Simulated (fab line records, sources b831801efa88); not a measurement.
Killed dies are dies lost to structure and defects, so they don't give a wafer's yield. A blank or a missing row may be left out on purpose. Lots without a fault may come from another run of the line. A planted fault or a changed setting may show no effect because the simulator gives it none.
fab line records | flow gf180mcu
record lots=5 wafers=15 last_day=33
route steps=602 shown STI@3 DNWELL@32 NWELL@42
lots that met no fault: from a run of the same line without faults
start_h: hours from the record's first day to the start of the lot's first wafer shown | wait_h: hours since the lot's step before | " the same as in the row above | L1.1+2: a row that stands for several wafers | - no value, or no start given | * or withheld: withheld | < > ~ a bound
route shown NAME@n: a module of which the file shows steps, and the number in the route of the first | usual: mean/standard deviation of fault-free wafers | same: alike in all rows | chamber/n: place in a boat | sites: the reading at each site | _std_site: their standard deviation | _edge_site: outer sites' mean less inner sites' | radius_mm: how far each site lies from the wafer's centre | mask NAME#n: copy n | behind: the tool/chamber that last shaped the wafer | hold: why the lot was held/for how many hours/how that ended | device: the transistor (n, p or np) that didn't switch | end of line: the same wafers' tests at the end of the route | a step without rows: its recipe alone | killed: dies lost to structure and defects at the first sort, not the wafer's yield | map: a wafer's dies, x killed, . not, _ none there
set.NAME: the setting as run; set.NAME@STEP: as run at that earlier step | model.NAME: the simulator's own value behind a step, which no gauge read
lots at some steps of the route; a table a step, a row a wafer
services: from which hour (start_h, from the record's first day; less than 0 if before it) a tool's chamber was out of use, for how many hours, and why
## steps
# step GF_STI_THK_MEAS_02
# recipe reads=SiO2_of_STI_OXIDATION_01
# usual STI_OXIDATION_THK=9.91/0.2
# columns lot.wafer tool chamber start_h wait_h STI_OXIDATION_THK[nm]
L079.1 film_metro-01 - 36.51 0.0 9.76
L079.3 " - " " 9.70
L079.5 " - " " 9.67
L084.1 film_metro-01 - 61.51 0.0 9.77
L084.4 " - " " 9.72
L084.5 " - " " 9.73
L085.2 film_metro-02 - 68.48 0.0 9.98
L085.4 " - " " 10.08
L085.5 " - " " 10.12
L086.1 film_metro-01 - 72.66 0.0 9.83
L086.4 " - " " 9.93
L086.5 " - " " 10.02
L093.1 film_metro-04 - 106.51 0.0 9.76
L093.2 " - " " 9.85
L093.5 " - " " 9.79
# step GF_STI_CVD_03
# recipe material=Si3N4 precursor=DCS/NH3 target_thk_nm=207.16 temp_c=770 time_s=3551 pressure_mtorr=250
# usual pressure_mtorr=250.0/0.59 zone_power_upper_pct=13.8/0.91
# columns lot.wafer tool chamber start_h wait_h pressure_mtorr zone_power_upper_pct
L079.1 lpcvd-01 0 36.57 0.1 249.4 12.3
L079.3 " 0 " " 248.7 12.1
L079.5 " 0 " " 248.5 12.1
L084.1 lpcvd-02 0 61.57 0.1 250.5 14.8
L084.4 " 0 " " 250.8 14.7
L084.5 " 0 " " 250.7 14.5
L085.2 lpcvd-02 1 68.83 0.3 249.5 13.6
L085.4 " 1 " " 249.9 13.8
L085.5 " 1 " " 250.5 13.5
L086.1 lpcvd-02 0 72.72 0.1 250.2 14.5
L086.4 " 0 " " 250.4 14.6
L086.5 " 0 " " 250.1 14.8
L093.1 lpcvd-02 0 106.57 0.1 249.7 14.4
L093.2 " 0 " " 250.6 14.5
L093.5 " 0 " " 250.6 14.8
# step GF_STI_THK_MEAS_04
# recipe reads=Si3N4_of_STI_CVD_03
# usual STI_CVD_03_THK=208.2/1.8
# columns lot.wafer tool chamber start_h wait_h STI_CVD_03_THK[nm]
L079.1 film_metro-02 - 38.56 0.0 207.3
L079.3 " - " " 207.5
L079.5 " - " " 207.7
L084.1 film_metro-01 - 63.56 0.0 207.4
L084.4 " - " " 208.4
L084.5 " - " " 208.0
L085.2 film_metro-01 - 70.82 0.0 208.1
L085.4 " - " " 207.1
L085.5 " - " " 209.3
L086.1 film_metro-01 - 74.70 0.0 210.9
L086.4 " - " " 209.4
L086.5 " - " " 209.2
L093.1 film_metro-04 - 108.56 0.0 205.5
L093.2 " - " " 206.4
L093.5 " - " " 205.2
# step GF_STI_DEHYDRATE_05
# recipe temp_c=200 time_s=60
# columns lot.wafer tool chamber start_h wait_h
L079.1+3+5 litho_track-01 0 43.91 5.3
L084.1+4+5 litho_track-01 0 69.36 5.8
L085.2+4+5 litho_track-03 0 76.90 6.1
L086.1+4+5 litho_track-03 0 80.72 6.0
L093.1+2+5 litho_track-01 0 115.61 7.0
# step GF_STI_HMDS_06
# recipe prime_time_s=60 prime_temp_c=120
# columns lot.wafer tool chamber start_h wait_h
L079.1+3+5 litho_track-01 0 44.06 0.1
L084.1+4+5 litho_track-01 0 69.51 0.1
L085.2+4+5 litho_track-03 0 77.05 0.1
L086.1+4+5 litho_track-03 0 80.87 0.1
L093.1+2+5 litho_track-01 0 115.76 0.1
# step GF_STI_COAT_07
# recipe resist=KrF spin_rpm=withheld resist_thk_nm=700
# columns lot.wafer tool chamber start_h wait_h
L079.1+3+5 litho_track-01 0 44.21 0.1
L084.1+4+5 litho_track-01 0 69.66 0.1
L085.2+4+5 litho_track-03 0 77.20 0.1
L086.1+4+5 litho_track-03 0 81.02 0.1
L093.1+2+5 litho_track-01 0 115.91 0.1
# step GF_STI_SOFTBAKE_08
# recipe temp_c=130 time_s=60 resist=KrF
# columns lot.wafer tool chamber start_h wait_h
L079.1+3+5 litho_track-01 0 44.36 0.1
L084.1+4+5 litho_track-01 0 69.81 0.1
L085.2+4+5 litho_track-03 0 77.35 0.1
L086.1+4+5 litho_track-03 0 81.17 0.1
L093.1+2+5 litho_track-01 0 116.06 0.1
# step GF_STI_EXPOSE_09
# recipe mask_id=COMP target_cd_nm=220 na=0.68 source_shape=conventional sigma_outer=0.6 dose_mj=28
# columns lot.wafer tool chamber start_h wait_h mask
L079.1+3+5 krf_scanner-01 0 - - COMP#0
L084.1+4+5 krf_scanner-02 0 - - COMP#0
L085.2+4+5 krf_scanner-02 0 - - COMP#0
L086.1+4+5 krf_scanner-02 0 - - COMP#0
L093.1+2+5 krf_scanner-02 0 - - COMP#0
# step GF_STI_PEB_10
# recipe peb_temp_c=135 peb_time_s=90 resist=KrF
# columns lot.wafer tool chamber start_h wait_h
L079.1+3+5 litho_track-02 0 - -
L084.1+4+5 litho_track-03 0 - -
L085.2+4+5 litho_track-01 0 - -
L086.1+4+5 litho_track-02 0 - -
L093.1+2+5 litho_track-03 0 - -
# step GF_STI_DEVELOP_11
# recipe develop_time_s=60 dev_temp_c=21
# columns lot.wafer tool chamber start_h wait_h
L079.1+3+5 litho_track-02 0 50.28 0.2
L084.1+4+5 litho_track-03 0 75.82 0.2
L085.2+4+5 litho_track-01 0 84.44 0.2
L086.1+4+5 litho_track-02 0 87.98 0.2
L093.1+2+5 litho_track-03 0 123.07 0.2
# step GF_STI_CD_MEAS_12
# recipe target_cd_nm=220
# usual cd_nm=220.0/1
# columns lot.wafer tool chamber start_h wait_h cd_nm
L079.1 cd_sem-02 - 50.43 0.1 223.0
L079.3 " - " " 220.9
L079.5 " - " " 222.4
L084.1 cd_sem-01 - 75.97 0.1 222.6
L084.4 " - " " 221.3
L084.5 " - " " 221.8
L085.2 cd_sem-01 - 84.58 0.1 220.5
L085.4 " - " " 220.8
L085.5 " - " " 220.5
L086.1 cd_sem-01 - 88.13 0.1 219.0
L086.4 " - " " 218.9
L086.5 " - " " 219.4
L093.1 cd_sem-01 - 123.22 0.1 218.7
L093.2 " - " " 219.8
L093.5 " - " " 219.1
# step GF_STI_ETCH_13
# recipe chemistry=CHF3/O2 stop_on=Si over_etch_frac=0.3 target_depth_a=2823.1 source_w=600 bias_w=200 pressure_mtorr=40 chf3_flow_sccm=50 O2_flow_sccm=5 time_s=112.9
# usual O2_flow_sccm=5.000/0.014 drypump_motor_current_A=5.6/0.35 oes_product_au=0.836/0.0059 throttle_valve_pct=8.812/0.0085
# columns lot.wafer tool chamber start_h wait_h O2_flow_sccm drypump_motor_current_A oes_product_au rf_hours_counter_h throttle_valve_pct
L079.1 rie_diel-03 1 50.55 0.1 4.982 5.9 0.838 9 8.802
L079.3 " 3 " " 4.998 5.8 0.837 30 8.814
L079.5 " 2 " " 4.990 5.3 0.837 - 8.806
L084.1 rie_diel-03 3 76.09 0.1 5.003 5.8 0.842 31 8.812
L084.4 " 1 " " 4.984 5.8 0.842 10 8.799
L084.5 " 0 " " 5.027 6.3 0.828 - 8.822
L085.2 rie_diel-01 3 84.68 0.1 4.996 6.0 0.827 17 8.817
L085.4 " 2 " " 4.990 5.7 0.826 157 8.811
L085.5 " 1 " " 4.993 5.3 0.840 - 8.812
L086.1 rie_diel-02 0 88.25 0.1 5.004 5.9 0.842 141 8.819
L086.4 " 2 " " 5.006 5.8 0.839 102 8.815
L086.5 " 2 " " 5.016 5.8 0.846 - 8.811
L093.1 rie_diel-01 3 123.34 0.1 5.008 6.0 0.828 18 8.822
L093.2 " 1 " " 5.013 5.4 0.833 24 8.804
L093.5 " 2 " " 4.996 5.6 0.821 - 8.809
# step GF_STI_ETCH_14
# recipe target=Si chemistry=HBr/Cl2/O2 target_depth_nm=360 icp_w=600 bias_w=150 pressure_mtorr=15 HBr_flow_sccm=150 Cl2_flow_sccm=40 O2_flow_sccm=6 time_s=102.9
# usual O2_flow_sccm=5.996/0.018 drypump_motor_current_A=5.8/0.57 oes_product_au=0.995/0.011 throttle_valve_pct=25.661/0.01
# columns lot.wafer tool chamber start_h wait_h O2_flow_sccm drypump_motor_current_A oes_product_au rf_hours_counter_h throttle_valve_pct
L079.1 rie_si-02 3 50.63 0.0 6.002 5.6 0.993 145 25.664
L079.3 " 0 " " 6.020 6.8 0.986 3 25.669
L079.5 " 1 " " 6.016 6.3 0.972 - 25.655
L084.1 rie_si-01 0 76.17 0.0 6.025 4.9 1.000 32 25.666
L084.4 " 3 " " 6.006 5.9 0.993 109 25.662
L084.5 " 1 " " 6.025 5.6 0.991 - 25.665
L085.2 rie_si-01 1 84.76 0.0 5.981 5.6 0.991 134 25.662
L085.4 " 0 " " 5.983 4.9 0.996 32 25.663
L085.5 " 3 " " 6.012 5.8 1.002 - 25.651
L086.1 rie_si-02 1 88.33 0.0 6.010 6.3 0.991 4 25.662
L086.4 " 2 " " 5.986 5.9 1.007 40 25.647
L086.5 " 2 " " 5.984 5.9 1.004 - 25.669
L093.1 rie_si-02 0 123.42 0.0 5.990 6.8 0.990 4 25.656
L093.2 " 2 " " 6.007 5.8 1.002 40 25.645
L093.5 " 0 " " 5.974 6.8 1.003 - 25.660
# step GF_STI_STRIP_15
# recipe chemistry=O2/N2 power_w=1400 pressure_mtorr=1500 platen_temp_c=250 o2_flow_sccm=3000 n2_flow_sccm=300 overash_fraction=0.5
# usual drypump_motor_current_A=5.6/0.45 heater_power_w=337/32 oes_product_au=0.384/0.0049 strip_time_to_endpoint_s=3.74/0.051
# columns lot.wafer tool chamber start_h wait_h drypump_motor_current_A heater_power_w oes_product_au rf_hours_counter_h strip_time_to_endpoint_s
L079.1 plasma_asher-01 1 50.71 0.0 6.4 367 0.376 39 3.67
L079.3 " 0 " " 5.1 279 0.390 - 3.78
L079.5 " 1 " " 6.4 382 0.387 - 3.76
L084.1 plasma_asher-03 1 76.25 0.0 5.7 334 0.395 41 3.78
L084.4 " 0 " " 5.4 335 0.374 - 3.67
L084.5 " 0 " " 5.4 328 0.378 - 3.80
L085.2 plasma_asher-01 1 84.84 0.0 6.4 379 0.386 43 3.71
L085.4 " 0 " " 5.1 293 0.388 - 3.78
L085.5 " 1 " " 6.4 380 0.387 - 3.80
L086.1 plasma_asher-03 0 88.41 0.0 5.4 342 0.376 42 3.75
L086.4 " 0 " " 5.4 341 0.389 - 3.69
L086.5 " 1 " " 5.7 336 0.374 - 3.68
L093.1 plasma_asher-01 1 123.50 0.0 6.4 379 0.392 47 3.72
L093.2 " 0 " " 5.1 283 0.387 47 3.78
L093.5 " 1 " " 6.4 388 0.383 - 3.77
# step GF_STI_CLEAN_16
# recipe chemistry=dHF time_s=25 dilution=100:1
# columns lot.wafer tool chamber start_h wait_h
L079.1+3+5 wet_bench-04 2 50.81 0.1
L084.1+4+5 wet_bench-03 3 76.35 0.1
L085.2+4+5 wet_bench-04 0 84.94 0.1
L086.1+4+5 wet_bench-04 0 88.51 0.1
L093.1+2+5 wet_bench-04 1 123.60 0.1
# step GF_STI_WET_ETCH_17
# recipe chemistry=H3PO4 target_depth_nm=45 temp_c=160 target=Si3N4 time_s=514
# columns lot.wafer tool chamber start_h wait_h
L079.1+3+5 wet_bench-03 0 50.82 0.0
L084.1+4+5 wet_bench-01 0 76.36 0.0
L085.2+4+5 wet_bench-03 3 84.97 0.0
L086.1+4+5 wet_bench-01 2 88.52 0.0
L093.1+2+5 wet_bench-03 3 123.61 0.0
# step GF_STI_CLEAN_18
# recipe chemistry=SC1/SC2 mix=1:4:20 temp_c=70 time_s=150
# columns lot.wafer tool chamber start_h wait_h
L079.1+3+5 wet_bench-04 1 50.97 0.0
L084.1+4+5 wet_bench-03 2 76.51 0.0
L085.2+4+5 wet_bench-04 2 85.12 0.0
L086.1+4+5 wet_bench-04 2 88.69 0.0
L093.1+2+5 wet_bench-04 1 123.76 0.0
# step GF_STI_CLEAN_19
# recipe chemistry=dHF time_s=20 dilution=100:1
# columns lot.wafer tool chamber start_h wait_h
L079.1+3+5 wet_bench-01 1 51.02 0.0
L084.1+4+5 wet_bench-01 1 76.56 0.0
L085.2+4+5 wet_bench-03 1 85.17 0.0
L086.1+4+5 wet_bench-03 0 88.74 0.0
L093.1+2+5 wet_bench-03 0 123.82 0.0
# step GF_STI_WET_ETCH_20
# recipe chemistry=dHF dilution=100:1 target_depth_nm=20 temp_c=25 dry=ipa_marangoni target=SiO2 time_s=400
# columns lot.wafer tool chamber start_h wait_h
L079.1+3+5 wet_bench-03 1 51.04 0.0
L084.1+4+5 wet_bench-03 1 76.58 0.0
L085.2+4+5 wet_bench-04 3 85.18 0.0
L086.1+4+5 wet_bench-01 3 88.75 0.0
L093.1+2+5 wet_bench-04 2 123.83 0.0
# step GF_STI_OXIDATION_21
# recipe temp_c=1000 ambient=O2 stabilise_s=600 purge_s=300 target_thk_a=150 ox_time_s=458
# usual zone_power_upper_pct=24.0/1.8
# same stabilise_s=600
# columns lot.wafer tool chamber start_h wait_h zone_power_upper_pct
L079.1 furnace-01 0 51.51 0.4 22.8
L079.3 " 0 " " 22.3
L079.5 " 0 " " 22.2
L084.1 furnace-01 0 76.70 0.0 22.4
L084.4 " 0 " " 22.3
L084.5 " 0 " " 22.5
L085.2 furnace-02 0 86.51 1.2 25.9
L085.4 " 0 " " 25.7
L085.5 " 0 " " 25.8
L086.1 furnace-02 0 88.88 0.0 25.9
L086.4 " 0 " " 25.7
L086.5 " 0 " " 26.0
L093.1 furnace-02 0 123.96 0.0 25.6
L093.2 " 0 " " 26.2
L093.5 " 0 " " 25.8
# step GF_STI_THK_MEAS_22
# recipe reads=SiO2_of_STI_OXIDATION_21
# usual STI_OXIDATION_01_THK=14.96/0.29
# columns lot.wafer tool chamber start_h wait_h STI_OXIDATION_01_THK[nm]
L079.1 film_metro-04 - 52.64 0.0 14.84
L079.3 " - " " 14.86
L079.5 " - " " 14.72
L084.1 film_metro-01 - 77.82 0.0 15.36
L084.4 " - " " 15.32
L084.5 " - " " 15.24
L085.2 film_metro-01 - 87.65 0.0 14.38
L085.4 " - " " 14.48
L085.5 " - " " 14.46
L086.1 film_metro-04 - 90.01 0.0 14.62
L086.4 " - " " 15.12
L086.5 " - " " 15.11
L093.1 film_metro-04 - 125.09 0.0 14.65
L093.2 " - " " 14.95
L093.5 " - " " 14.81
# step GF_STI_CVD_23
# recipe material=SiO2 target_thk_nm=650 sigma_open_frac=0.3 time_s=108.3 temp_c=600 sih4_flow_sccm=60 pressure_mtorr=6
# usual pressure_mtorr=5.999/0.013
# columns lot.wafer tool chamber start_h wait_h pressure_mtorr
L079.1 hdpcvd-02 2 52.70 0.1 6.011
L079.3 " 0 " " 6.016
L079.5 " 1 " " 5.994
L084.1 hdpcvd-02 2 77.88 0.1 5.974
L084.4 " 1 " " 5.976
L084.5 " 0 " " 5.987
L085.2 hdpcvd-02 2 87.70 0.0 6.004
L085.4 " 1 " " 6.001
L085.5 " 0 " " 5.991
L086.1 hdpcvd-02 2 90.07 0.1 5.989
L086.4 " 2 " " 5.997
L086.5 " 0 " " 6.006
L093.1 hdpcvd-01 0 125.15 0.1 5.983
L093.2 " 1 " " 6.016
L093.5 " 0 " " 6.002
# step GF_STI_THK_MEAS_24
# recipe reads=SiO2_of_STI_CVD_23
# usual STI_CVD_23_THK=646/6.3
# columns lot.wafer tool chamber start_h wait_h STI_CVD_23_THK[nm]
L079.1 film_metro-01 - 52.78 0.0 640
L079.3 " - " " 650
L079.5 " - " " 652
L084.1 film_metro-04 - 77.96 0.0 651
L084.4 " - " " 652
L084.5 " - " " 648
L085.2 film_metro-04 - 87.79 0.0 639
L085.4 " - " " 653
L085.5 " - " " 648
L086.1 film_metro-01 - 90.14 0.0 645
L086.4 " - " " 652
L086.5 " - " " 643
L093.1 film_metro-01 - 125.23 0.0 646
L093.2 " - " " 651
L093.5 " - " " 644
# step GF_STI_CMP_25
# recipe stop_on=Si3N4 t_overpolish_s=33 down_force_psi=4 platen_rpm=60 target_thk_nm=524.6 pad_velocity_m_s=0.94248
# usual motor_current_A=12.0/0.51 overpolish_run_s=32.999/0.0086 time_to_endpoint_s=124/3.9
# columns lot.wafer tool chamber start_h wait_h motor_current_A overpolish_run_s time_to_endpoint_s
L079.3 cmp-02 1 52.84 0.0 11.8 32.994 127
L079.1 " 3 " " 11.7 32.994 121
L079.5 " 1 " " 11.6 32.991 128
L084.4 cmp-02 1 78.02 0.0 11.8 32.993 125
L084.1 " 3 " " 12.3 32.995 121
L084.5 " 1 " " 11.7 33.001 121
L085.4 cmp-01 3 87.89 0.1 10.7 32.998 122
L085.2 " 1 " " 11.8 33.003 116
L085.5 " 2 " " 11.8 32.994 123
L086.4 cmp-02 1 90.30 0.1 11.6 33.000 129
L086.1 " 2 " " 12.1 32.998 126
L086.5 " 3 " " 12.0 32.999 120
L093.1 cmp-02 3 125.34 0.1 11.7 33.000 122
L093.2 " 1 " " 11.8 32.999 123
L093.5 " 3 " " 12.2 32.999 119
# step GF_STI_WET_ETCH_26
# recipe chemistry=dHF target_depth_nm=94 target=SiO2 temp_c=25 dilution=10:1 time_s=188
# columns lot.wafer tool chamber start_h wait_h
L079.1+3+5 wet_bench-03 0 53.14 0.1
L084.1+4+5 wet_bench-03 2 78.32 0.1
L085.2+4+5 wet_bench-04 2 88.14 0.1
L086.1+4+5 wet_bench-01 1 90.50 0.1
L093.1+2+5 wet_bench-04 2 125.59 0.2
# step GF_STI_WET_ETCH_27
# recipe chemistry=H3PO4 target_depth_nm=160 target=Si3N4 temp_c=160 time_s=1825
# columns lot.wafer tool chamber start_h wait_h
L079.1+3+5 wet_bench-04 3 53.20 0.0
L084.1+4+5 wet_bench-03 3 78.38 0.0
L085.2+4+5 wet_bench-03 0 88.20 0.0
L086.1+4+5 wet_bench-04 1 90.57 0.0
L093.1+2+5 wet_bench-01 2 125.65 0.0
# step GF_STI_WET_ETCH_28
# recipe chemistry=dHF target_depth_nm=20 dry=ipa_marangoni target=SiO2 temp_c=25 dilution=10:1 time_s=40
# columns lot.wafer tool chamber start_h wait_h
L079.1+3+5 wet_bench-01 0 53.71 0.0
L084.1+4+5 wet_bench-01 2 78.90 0.0
L085.2+4+5 wet_bench-01 3 88.71 0.0
L086.1+4+5 wet_bench-01 0 91.08 0.0
L093.1+2+5 wet_bench-03 3 126.17 0.0
# step GF_STI_OXIDATION_29
# recipe temp_c=900 ambient=O2 stabilise_s=600 purge_s=300 target_thk_a=100 ox_time_s=1418
# usual zone_power_upper_pct=19.2/1.4
# same stabilise_s=600
# columns lot.wafer tool chamber start_h wait_h zone_power_upper_pct
L079.1 furnace-01 0 53.73 0.0 17.5
L079.3 " 0 " " 17.4
L079.5 " 0 " " 17.5
L084.1 furnace-02 0 78.92 0.0 20.6
L084.4 " 0 " " 20.4
L084.5 " 0 " " 20.4
L085.2 furnace-01 0 88.73 0.0 17.6
L085.4 " 0 " " 17.3
L085.5 " 0 " " 17.6
L086.1 furnace-01 0 91.68 0.6 17.6
L086.4 " 0 " " 17.5
L086.5 " 0 " " 17.7
L093.1 furnace-01 0 126.51 0.3 17.4
L093.2 " 0 " " 17.6
L093.5 " 0 " " 17.6
# step GF_STI_THK_MEAS_30
# recipe reads=SiO2_of_STI_OXIDATION_29
# usual STI_OXIDATION_02_THK=10.00/0.2
# columns lot.wafer tool chamber start_h wait_h STI_OXIDATION_02_THK[nm]
L079.1 film_metro-01 - 55.13 0.0 9.60
L079.3 " - " " 9.74
L079.5 " - " " 9.74
L084.1 film_metro-04 - 80.31 0.0 9.96
L084.4 " - " " 10.12
L084.5 " - " " 9.96
L085.2 film_metro-04 - 90.14 0.0 10.31
L085.4 " - " " 10.29
L085.5 " - " " 10.37
L086.1 film_metro-01 - 93.08 0.0 9.78
L086.4 " - " " 9.73
L086.5 " - " " 9.71
L093.1 film_metro-04 - 127.91 0.0 10.05
L093.2 " - " " 10.24
L093.5 " - " " 10.41
# step GF_DNWELL_DEHYDRATE_00
# recipe temp_c=200 time_s=60
# columns lot.wafer tool chamber start_h wait_h
L079.1+3+5 litho_track-01 0 60.71 5.6
L084.1+4+5 litho_track-02 0 86.53 6.2
L085.2+4+5 litho_track-02 0 96.26 6.1
L086.1+4+5 litho_track-04 0 99.35 6.3
L093.1+2+5 litho_track-04 0 135.00 7.1
# step GF_DNWELL_HMDS_01
# recipe prime_time_s=60 prime_temp_c=120
# columns lot.wafer tool chamber start_h wait_h
L079.1+3+5 litho_track-01 0 60.86 0.1
L084.1+4+5 litho_track-02 0 86.68 0.1
L085.2+4+5 litho_track-02 0 96.41 0.1
L086.1+4+5 litho_track-04 0 99.50 0.1
L093.1+2+5 litho_track-04 0 135.15 0.1
# step GF_DNWELL_COAT_02
# recipe spin_rpm=2000 resist_thk_nm=3000
# columns lot.wafer tool chamber start_h wait_h
L079.1+3+5 litho_track-01 0 61.01 0.1
L084.1+4+5 litho_track-02 0 86.83 0.1
L085.2+4+5 litho_track-02 0 96.56 0.1
L086.1+4+5 litho_track-04 0 99.65 0.1
L093.1+2+5 litho_track-04 0 135.30 0.1
# step GF_DNWELL_SOFTBAKE_03
# recipe temp_c=110 time_s=withheld
# columns lot.wafer tool chamber start_h wait_h
L079.1+3+5 litho_track-01 0 61.16 0.1
L084.1+4+5 litho_track-02 0 86.98 0.1
L085.2+4+5 litho_track-02 0 96.72 0.1
L086.1+4+5 litho_track-04 0 99.80 0.1
L093.1+2+5 litho_track-04 0 135.45 0.1
# step GF_DNWELL_EXPOSE_04
# recipe mask_id=DNWELL target_cd_nm=1700 na=0.6 source_shape=conventional sigma_outer=0.6 dose_mj=260
# columns lot.wafer tool chamber start_h wait_h mask
L079.1+3+5 iline_stepper-01 0 - - DNWELL#0
L084.1+4+5 iline_stepper-02 0 - - DNWELL#0
L085.2+4+5 iline_stepper-02 0 - - DNWELL#0
L086.1+4+5 iline_stepper-01 0 - - DNWELL#0
L093.1+2+5 iline_stepper-02 0 - - DNWELL#0
# step GF_DNWELL_PEB_05
# recipe temp_c=115 time_s=withheld
# columns lot.wafer tool chamber start_h wait_h
L079.1+3+5 litho_track-01 0 - -
L084.1+4+5 litho_track-04 0 - -
L085.2+4+5 litho_track-01 0 - -
L086.1+4+5 litho_track-04 0 - -
L093.1+2+5 litho_track-04 0 - -
# step GF_DNWELL_DEVELOP_06
# recipe wall_angle_deg=90 develop_time_s=60 dev_temp_c=23
# columns lot.wafer tool chamber start_h wait_h
L079.1+3+5 litho_track-01 0 - -
L084.1+4+5 litho_track-04 0 - -
L085.2+4+5 litho_track-01 0 - -
L086.1+4+5 litho_track-04 0 - -
L093.1+2+5 litho_track-04 0 - -
# step GF_DNWELL_IMPLANT_07
# recipe species=P energy_kev=1500 dose_cm2=1e+13 tilt_deg=0
# usual beam_on_s=10.02/0.21
# columns lot.wafer tool chamber start_h wait_h beam_on_s
L079.1 implanter-01 0 68.36 - 9.86
L079.3 " 0 " " 9.99
L079.5 " 0 " " 9.64
L084.1 implanter-03 0 98.45 - 10.27
L084.4 " 0 " " 10.05
L084.5 " 0 " " 10.19
L085.2 implanter-02 0 103.49 - 10.22
L085.4 " 0 " " 10.08
L085.5 " 0 " " 10.03
L086.1 implanter-01 0 106.85 - 10.38
L086.4 " 0 " " 10.46
L086.5 " 0 " " 10.09
L093.1 implanter-02 0 143.25 - 10.17
L093.2 " 0 " " 10.18
L093.5 " 0 " " 9.76
# step GF_DNWELL_STRIP_08
# recipe chemistry=O2/N2 power_w=1400 pressure_mtorr=1500 platen_temp_c=250 o2_flow_sccm=3000 n2_flow_sccm=300 overash_fraction=0.5
# usual drypump_motor_current_A=5.8/0.52 heater_power_w=333/36 oes_product_au=0.722/0.005 strip_time_to_endpoint_s=36.92/0.088
# columns lot.wafer tool chamber start_h wait_h drypump_motor_current_A heater_power_w oes_product_au rf_hours_counter_h strip_time_to_endpoint_s
L079.1 plasma_asher-01 0 68.51 0.1 5.1 279 0.723 41 36.88
L079.3 " 0 " " 5.1 282 0.724 - 36.80
L079.5 " 0 " " 5.1 281 0.723 - 37.00
L084.1 plasma_asher-01 0 98.60 0.1 5.1 282 0.727 44 37.00
L084.4 " 0 " " 5.1 288 0.711 - 36.95
L084.5 " 0 " " 5.1 289 0.717 - 36.95
L085.2 plasma_asher-02 0 103.61 0.1 6.1 341 0.724 46 36.92
L085.4 " 1 " " 5.9 336 0.727 - 37.08
L085.5 " 0 " " 6.1 333 0.721 - 36.91
L086.1 plasma_asher-03 0 107.00 0.1 5.4 334 0.717 44 36.92
L086.4 " 0 " " 5.4 335 0.723 - 36.85
L086.5 " 0 " " 5.4 335 0.725 - 36.95
L093.1 plasma_asher-01 1 143.40 0.1 6.4 382 0.719 49 36.89
L093.2 " 0 " " 5.1 290 0.719 49 36.81
L093.5 " 1 " " 6.4 377 0.712 - 36.80
# step GF_DNWELL_TW_MEAS_09
# usual DNWELL_TW=1345/7.6
# columns lot.wafer tool chamber start_h wait_h DNWELL_TW
L079.1 film_metro-03 - 68.61 0.1 1337
L079.3 " - " " 1343
L079.5 " - " " 1341
L084.1 film_metro-03 - 98.70 0.1 1332
L084.4 " - " " 1330
L084.5 " - " " 1330
L085.2 film_metro-01 - 103.72 0.1 1361
L085.4 " - " " 1352
L085.5 " - " " 1361
L086.1 film_metro-01 - 107.10 0.1 1354
L086.4 " - " " 1354
L086.5 " - " " 1360
L093.1 film_metro-04 - 143.50 0.1 1349
L093.2 " - " " 1347
L093.5 " - " " 1344
# step GF_NWELL_DEHYDRATE_00
# recipe temp_c=200 time_s=60
# columns lot.wafer tool chamber start_h wait_h
L079.1+3+5 litho_track-02 0 74.38 5.8
L084.1+4+5 litho_track-02 0 105.43 6.7
L085.2+4+5 litho_track-04 0 110.52 6.8
L086.1+4+5 litho_track-04 0 114.20 7.1
L093.1+2+5 litho_track-03 0 150.52 7.0
# step GF_NWELL_HMDS_01
# recipe prime_time_s=60 prime_temp_c=120
# columns lot.wafer tool chamber start_h wait_h
L079.1+3+5 litho_track-02 0 74.53 0.1
L084.1+4+5 litho_track-02 0 105.58 0.1
L085.2+4+5 litho_track-04 0 110.67 0.1
L086.1+4+5 litho_track-04 0 114.35 0.1
L093.1+2+5 litho_track-03 0 150.67 0.1
# step GF_NWELL_COAT_02
# recipe spin_rpm=2000 resist_thk_nm=3000
# columns lot.wafer tool chamber start_h wait_h
L079.1+3+5 litho_track-02 0 74.68 0.1
L084.1+4+5 litho_track-02 0 105.73 0.1
L085.2+4+5 litho_track-04 0 110.82 0.1
L086.1+4+5 litho_track-04 0 114.50 0.1
L093.1+2+5 litho_track-03 0 150.82 0.1
# step GF_NWELL_SOFTBAKE_03
# recipe temp_c=110 time_s=withheld
# columns lot.wafer tool chamber start_h wait_h
L079.1+3+5 litho_track-02 0 74.83 0.1
L084.1+4+5 litho_track-02 0 105.88 0.1
L085.2+4+5 litho_track-04 0 110.98 0.1
L086.1+4+5 litho_track-04 0 114.65 0.1
L093.1+2+5 litho_track-03 0 150.97 0.1
# step GF_NWELL_EXPOSE_04
# recipe mask_id=Nwell target_cd_nm=860 na=0.6 source_shape=conventional sigma_outer=0.6 dose_mj=260
# columns lot.wafer tool chamber start_h wait_h mask
L079.1+3+5 iline_stepper-02 0 - - Nwell#0
L084.1+4+5 iline_stepper-01 0 - - Nwell#0
L085.2+4+5 iline_stepper-01 0 - - Nwell#0
L086.1+4+5 iline_stepper-02 0 - - Nwell#0
L093.1+2+5 iline_stepper-02 0 - - Nwell#0
# step GF_NWELL_PEB_05
# recipe temp_c=115 time_s=withheld
# columns lot.wafer tool chamber start_h wait_h
L079.1+3+5 litho_track-04 0 - -
L084.1+4+5 litho_track-03 0 - -
L085.2+4+5 litho_track-02 0 - -
L086.1+4+5 litho_track-04 0 - -
L093.1+2+5 litho_track-03 0 - -
# step GF_NWELL_DEVELOP_06
# recipe wall_angle_deg=90 develop_time_s=60 dev_temp_c=23
# columns lot.wafer tool chamber start_h wait_h
L079.1+3+5 litho_track-04 0 - -
L084.1+4+5 litho_track-03 0 - -
L085.2+4+5 litho_track-02 0 - -
L086.1+4+5 litho_track-04 0 - -
L093.1+2+5 litho_track-03 0 - -
## services
# columns tool chamber start_h hours kind
rie_si-02 3 20.50 7.9 repair
iline_stepper-02 - 45.00 1.7 pm
iline_stepper-01 - 47.32 4.4 pm
iline_stepper-02 - 61.05 4.1 repair
furnace-02 - 63.11 2.8 pm
cmp-02 - 64.07 4.0 pm
wet_bench-04 - 75.27 2.2 repair
cmp-02 - 86.71 2.1 repair
iline_stepper-02 - 87.24 4.4 pm
cmp-02 - 88.61 1.1 repair
iline_stepper-02 - 92.30 2.4 repair
krf_scanner-02 - 101.43 1.0 pm
krf_scanner-02 - 105.05 1.3 pm
cmp-02 - 111.32 0.4 repair
wet_bench-01 - 119.88 1.9 pm
krf_scanner-02 - 123.29 0.8 pm
iline_stepper-01 - 123.30 1.7 pm
furnace-01 - 137.13 3.2 pm
wet_bench-03 - 145.99 1.2 repair
cmp-02 - 147.61 0.4 repair
furnace-01 - 150.49 15.0 pm
krf_scanner-02 - 151.58 1.8 repair
wet_bench-01 - 152.66 1.6 repair
cmp-02 - 158.88 1.7 repair
## key
fault none
